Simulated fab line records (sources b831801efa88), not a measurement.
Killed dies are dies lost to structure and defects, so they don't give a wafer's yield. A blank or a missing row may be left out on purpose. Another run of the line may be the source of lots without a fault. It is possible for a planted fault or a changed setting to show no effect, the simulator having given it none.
fab line records | flow gf180mcu | part 2 of 2: steps 27 to 36 of 36
record: lots: 5 | wafers: 15 | lastDay: 34
route steps=602 shown M4@467 V4@476
lots with no fault: from the same line, run without faults
startH: hours from the record's first day to the start of the lot's first wafer shown | waitH: hours since the lot's step before | " identical to the entry in the row above | L1.1+2: one row covering several wafers at once | - no value present, or no start provided | * or withheld: withheld | < > ~ a bound
route shown NAME@n: names a module that has steps shown in the file, with the first one's number in the route | usual: mean/standard deviation taken from wafers without a fault | same: alike in all rows | chamber/n: place in a boat | sites: readings site by site | _std_site: standard deviation across them | _edge_site: outer sites' mean less inner sites' | radiusMm: for every site, how far away it sits from the centre of the wafer | mask NAME#n: copy n | behind: the tool/chamber that last shaped the wafer | hold: cause of the lot's hold/its duration in hours/its outcome | device: the transistor (n, p or np) that didn't switch | end of line: tests of these same wafers at the route's end | a step without rows: its recipe alone | killed: not the wafer's yield, but the dies lost to structure and defects at the first sort | map: a wafer's dies, x killed, . not, _ none there
set.NAME: the setting the step ran with; set.NAME@STEP: the setting that earlier step ran with | model.NAME: the simulator's own value behind a step, which no gauge read
a table for each step, a row for each wafer; lots at some steps of the route
services: the hour from which a tool's chamber was out of use, counted from the record's first day as startH (under 0 if before that day), plus the number of hours and why
== steps ==
step: GF_V4_ETCH_17
recipe: chemistry: C4F8/O2/Ar | maskMaterial: KrF | target: SiO2 | stopOn: TiN | sourceW: 1500 | biasW: 1200 | pressureMtorr: 40 | c4f8FlowSccm: withheld | O2_flow_sccm: 6 | Ar_flow_sccm: 300 | timeS: withheld | targetDepthA: 6300
usual: oesProductAu: 0.856/0.0046
lot.wafer | tool       | chamber | startH | waitH | oesProductAu
L076.1    | rieDiel-03 | 3       | -      | -     | 0.846
L076.4    | "          | 0       | "      | "     | 0.854
L076.5    | "          | 1       | "      | "     | 0.861
L083.1    | rieDiel-03 | 3       | -      | -     | 0.848
L083.3    | "          | 2       | "      | "     | 0.856
L083.6    | "          | 3       | "      | "     | 0.857
L087.1    | rieDiel-03 | 0       | -      | -     | 0.851
L087.2    | "          | 2       | "      | "     | 0.852
L087.4    | "          | 3       | "      | "     | 0.857
L089.1    | rieDiel-04 | 1       | -      | -     | 0.851
L089.2    | "          | 2       | "      | "     | 0.856
L089.6    | "          | 2       | "      | "     | 0.857
L095.1    | rieDiel-03 | 2       | -      | -     | 0.857
L095.2    | "          | 3       | "      | "     | 0.854
L095.4    | "          | 1       | "      | "     | 0.855
step: GF_V4_STRIP_18
recipe: chemistry: O2/N2 | powerW: 1400 | pressureMtorr: 1500 | platenTempC: 250 | o2FlowSccm: 3000 | n2FlowSccm: 300 | overashFraction: 0.5
usual: drypumpMotorCurrentA: 6.1/0.54 | heaterPowerW: 330/16 | oesProductAu: 0.593/0.0048
lot.wafer | tool           | chamber | startH | waitH | drypumpMotorCurrentA | heaterPowerW | oesProductAu | rfHoursCounterH
L076.1    | plasmaAsher-03 | 0       | 574.07 | -     | 5.3                  | 314          | 0.592        | 80
L076.4    | "              | 1       | "      | "     | 6.4                  | 342          | 0.595        | -
L076.5    | "              | 1       | "      | "     | 6.4                  | 347          | 0.592        | -
L083.1    | plasmaAsher-03 | 1       | 629.80 | -     | 6.5                  | 347          | 0.591        | 86
L083.3    | "              | 1       | "      | "     | 6.5                  | 339          | 0.590        | -
L083.6    | "              | 1       | "      | "     | 6.4                  | 349          | 0.589        | -
L087.1    | plasmaAsher-02 | 1       | 660.17 | -     | 6.3                  | 359          | 0.598        | 55
L087.2    | "              | 0       | "      | "     | 6.7                  | 323          | 0.592        | 55
L087.4    | "              | 1       | "      | "     | 6.3                  | 354          | 0.601        | -
L089.1    | plasmaAsher-03 | 1       | 674.27 | -     | 6.5                  | 333          | 0.596        | 92
L089.2    | "              | 0       | "      | "     | 5.3                  | 317          | 0.596        | 92
L089.6    | "              | 0       | "      | "     | 5.3                  | 310          | 0.591        | -
L095.1    | plasmaAsher-01 | 1       | 718.72 | -     | 5.6                  | 321          | 0.599        | 29
L095.2    | "              | 0       | "      | "     | 6.3                  | 320          | 0.601        | 29
L095.4    | "              | 1       | "      | "     | 5.6                  | 314          | 0.594        | -
step: GF_V4_STRIP_19
recipe: chemistry: postEtchResidueRemover | timeS: 1200 | tempC: 72.5
lot.wafer  | tool        | chamber | startH | waitH
L076.1+4+5 | wetBench-01 | 0       | 574.17 | 0.1
L083.1+3+6 | wetBench-02 | 1       | 629.90 | 0.1
L087.1+2+4 | wetBench-03 | 2       | 660.27 | 0.1
L089.1+2+6 | wetBench-02 | 3       | 674.37 | 0.1
L095.1+2+4 | wetBench-02 | 3       | 718.82 | 0.1
step: GF_V4_CLEAN_20
recipe: chemistry: DIW | dry: n2Spin
lot.wafer  | tool        | chamber | startH | waitH
L076.1+4+5 | wetBench-03 | 0       | 574.51 | 0.0
L083.1+3+6 | wetBench-03 | 2       | 630.24 | 0.0
L087.1+2+4 | wetBench-01 | 3       | 660.61 | 0.0
L089.1+2+6 | wetBench-03 | 3       | 674.72 | 0.0
L095.1+2+4 | wetBench-02 | 0       | 719.16 | 0.0
step: GF_V4_SPUTTER_21
recipe: material: Ti | targetThkNm: 15 | chamberPressurePa: 5 | powerW: 2500 | substrateTempC: 200 | timeS: 80.02
usual: cathodeDcPowerW: 2500.0/0.51 | throttleValvePct: 30.5/0.92
lot.wafer | tool          | chamber | startH | waitH | cathodeDcPowerW | throttleValvePct
L076.1    | pvdSputter-03 | -       | 574.60 | 0.0   | 2500.7          | 29.9
L076.4    | "             | -       | "      | "     | 2500.1          | 32.2
L076.5    | "             | -       | "      | "     | 2499.7          | 29.7
L083.1    | pvdSputter-03 | -       | 630.34 | 0.0   | 2500.4          | 32.4
L083.3    | "             | -       | "      | "     | 2500.3          | 30.3
L083.6    | "             | -       | "      | "     | 2500.5          | 30.8
L087.1    | pvdSputter-04 | -       | 660.70 | 0.0   | 2499.6          | 29.9
L087.2    | "             | -       | "      | "     | 2498.7          | 29.2
L087.4    | "             | -       | "      | "     | 2500.1          | 30.6
L089.1    | pvdSputter-04 | -       | 674.81 | 0.0   | 2500.4          | 30.5
L089.2    | "             | -       | "      | "     | 2500.7          | 29.6
L089.6    | "             | -       | "      | "     | 2500.5          | 29.2
L095.1    | pvdSputter-03 | -       | 719.25 | 0.0   | 2499.5          | 30.6
L095.2    | "             | -       | "      | "     | 2500.6          | 32.2
L095.4    | "             | -       | "      | "     | 2499.4          | 29.7
step: GF_V4_SPUTTER_22
recipe: material: TiN | targetThkNm: 10 | chamberPressurePa: 5 | powerW: 4000 | timeS: 40
usual: cathodeDcPowerW: 4000.0/0.75 | throttleValvePct: 30.5/0.93
lot.wafer | tool          | chamber | startH | waitH | cathodeDcPowerW | throttleValvePct
L076.1    | pvdSputter-03 | -       | 574.66 | 0.0   | 3999.9          | 29.6
L076.4    | "             | -       | "      | "     | 4000.0          | 32.2
L076.5    | "             | -       | "      | "     | 4001.5          | 29.4
L083.1    | pvdSputter-03 | -       | 630.40 | 0.0   | 3999.0          | 32.3
L083.3    | "             | -       | "      | "     | 3999.9          | 29.9
L083.6    | "             | -       | "      | "     | 4000.2          | 30.9
L087.1    | pvdSputter-04 | -       | 660.76 | 0.0   | 4000.4          | 29.6
L087.2    | "             | -       | "      | "     | 4000.4          | 29.3
L087.4    | "             | -       | "      | "     | 4000.0          | 30.6
L089.1    | pvdSputter-04 | -       | 674.87 | 0.0   | 4000.3          | 30.4
L089.2    | "             | -       | "      | "     | 4001.0          | 29.9
L089.6    | "             | -       | "      | "     | 4000.9          | 29.3
L095.1    | pvdSputter-03 | -       | 719.31 | 0.0   | 4000.4          | 30.8
L095.2    | "             | -       | "      | "     | 4000.0          | 32.4
L095.4    | "             | -       | "      | "     | 3999.8          | 29.5
step: GF_V4_CVD_23
recipe: material: W | targetThkNm: 350 | timeS: 104.9 | tempC: 400 | pressureTorr: 40
usual: heaterPowerW: 915/110
lot.wafer | tool    | chamber | startH | waitH | heaterPowerW
L076.1    | cvdW-01 | 1       | 574.70 | 0.0   | 868
L076.4    | "       | 1       | "      | "     | 862
L076.5    | "       | 0       | "      | "     | 852
L083.1    | cvdW-01 | 0       | 630.44 | 0.0   | 842
L083.3    | "       | 1       | "      | "     | 894
L083.6    | "       | 0       | "      | "     | 855
L087.1    | cvdW-01 | 1       | 660.80 | 0.0   | 869
L087.2    | "       | 0       | "      | "     | 838
L087.4    | "       | 1       | "      | "     | 869
L089.1    | cvdW-02 | 1       | 674.91 | 0.0   | 853
L089.2    | "       | 0       | "      | "     | 1109
L089.6    | "       | 0       | "      | "     | 1092
L095.1    | cvdW-02 | 0       | 719.35 | 0.0   | 1103
L095.2    | "       | 1       | "      | "     | 849
L095.4    | "       | 1       | "      | "     | 856
step: GF_V4_RS_MEAS_24
recipe: thkMeasGauge: four-point-probe | reads: W_of_V4_CVD_23+TiN_of_V4_SPUTTER_22+Ti_of_V4_SPUTTER_21
usual: V4_W_RS: 0.326/0.0044
lot.wafer | tool         | chamber | startH | waitH | V4_W_RS[ohm/sq]
L076.1    | filmMetro-02 | -       | 574.81 | 0.1   | 0.330
L076.4    | "            | -       | "      | "     | 0.333
L076.5    | "            | -       | "      | "     | 0.327
L083.1    | filmMetro-02 | -       | 630.55 | 0.1   | 0.329
L083.3    | "            | -       | "      | "     | 0.323
L083.6    | "            | -       | "      | "     | 0.326
L087.1    | filmMetro-02 | -       | 660.91 | 0.1   | 0.318
L087.2    | "            | -       | "      | "     | 0.332
L087.4    | "            | -       | "      | "     | 0.320
L089.1    | filmMetro-02 | -       | 675.02 | 0.1   | 0.327
L089.2    | "            | -       | "      | "     | 0.330
L089.6    | "            | -       | "      | "     | 0.324
L095.1    | filmMetro-01 | -       | 719.46 | 0.1   | 0.328
L095.2    | "            | -       | "      | "     | 0.328
L095.4    | "            | -       | "      | "     | 0.323
step: GF_V4_THK_MEAS_25
recipe: thkMeasGauge: xrf | reads: W_of_V4_CVD_23
usual: V4_W_THK: 349/5.4
lot.wafer | tool         | chamber | startH | waitH | V4_W_THK[nm]
L076.1    | filmMetro-02 | -       | 574.93 | 0.1   | 344
L076.4    | "            | -       | "      | "     | 341
L076.5    | "            | -       | "      | "     | 347
L083.1    | filmMetro-02 | -       | 630.67 | 0.1   | 348
L083.3    | "            | -       | "      | "     | 353
L083.6    | "            | -       | "      | "     | 350
L087.1    | filmMetro-02 | -       | 661.03 | 0.1   | 361
L087.2    | "            | -       | "      | "     | 347
L087.4    | "            | -       | "      | "     | 359
L089.1    | filmMetro-02 | -       | 675.14 | 0.1   | 350
L089.2    | "            | -       | "      | "     | 350
L089.6    | "            | -       | "      | "     | 352
L095.1    | filmMetro-01 | -       | 719.58 | 0.1   | 344
L095.2    | "            | -       | "      | "     | 346
L095.4    | "            | -       | "      | "     | 352
step: GF_V4_CMP_26
recipe: stopOn: SiO2 | downForcePsi: 3.5 | platenRpm: 60 | tOverpolishS: 15 | targetThkNm: 0 | padVelocityMS: 0.94248
usual: motorCurrentA: 11.3/1.8 | overpolishRunS: 15.001/0.0089 | timeToEndpointS: 84/4.1
lot.wafer | tool   | chamber | startH | waitH | motorCurrentA | overpolishRunS | timeToEndpointS
L076.1    | cmp-02 | 1       | 576.13 | 1.2   | 8.6           | 15.006         | 81
L076.4    | "      | 2       | "      | "     | 12.8          | 15.002         | 84
L076.5    | "      | 3       | "      | "     | 11.0          | 14.982         | 82
L083.3    | cmp-01 | 2       | 631.15 | 0.4   | 10.1          | 14.990         | 90
L083.1    | "      | 0       | "      | "     | 11.3          | 15.002         | 82
L083.6    | "      | 2       | "      | "     | 9.6           | 14.991         | 88
L087.1    | cmp-01 | 2       | 661.09 | 0.1   | 9.2           | 15.011         | 92
L087.4    | "      | 3       | "      | "     | 12.4          | 14.993         | 84
L087.2    | "      | 0       | "      | "     | 11.5          | 14.996         | 84
L089.1    | cmp-02 | 1       | 675.20 | 0.1   | 8.4           | 15.003         | 78
L089.2    | "      | 3       | "      | "     | 11.2          | 15.011         | 80
L089.6    | "      | 2       | "      | "     | 13.4          | 15.008         | 83
L095.2    | cmp-01 | 1       | 719.64 | 0.0   | 13.3          | 15.002         | 84
L095.4    | "      | 3       | "      | "     | 12.8          | 14.999         | 82
L095.1    | "      | 0       | "      | "     | 11.6          | 15.014         | 80
== services ==
tool          | chamber | startH | hours | kind
rieDiel-03    | 3       | 521.35 | 2.3   | repair
krfScanner-02 | -       | 530.91 | 0.3   | repair
wetBench-01   | -       | 532.01 | 0.9   | repair
cmp-01        | -       | 536.46 | 2.4   | repair
rieDiel-03    | 2       | 538.81 | 2.6   | repair
cmp-01        | -       | 541.42 | 2.0   | repair
cmp-01        | -       | 553.34 | 5.5   | pm
cmp-01        | -       | 570.77 | 2.2   | repair
cmp-01        | -       | 572.99 | 4.0   | pm
krfScanner-02 | -       | 590.05 | 1.0   | pm
cmp-01        | -       | 595.90 | 4.9   | repair
cmp-01        | -       | 607.83 | 0.8   | repair
pvdSputter-04 | -       | 615.04 | 2.4   | repair
krfScanner-02 | -       | 615.94 | 1.3   | pm
wetBench-02   | -       | 621.25 | 5.9   | repair
cmp-02        | -       | 624.80 | 6.6   | pm
cmp-02        | -       | 648.50 | 1.3   | repair
krfScanner-02 | -       | 655.57 | 0.8   | pm
cmp-02        | -       | 666.23 | 5.1   | repair
cmp-02        | -       | 685.59 | 1.4   | repair
rieDiel-03    | -       | 694.63 | 0.6   | repair
cmp-01        | -       | 695.46 | 4.9   | pm
krfScanner-02 | -       | 698.51 | 5.8   | repair
pvdSputter-04 | -       | 701.15 | 1.3   | repair
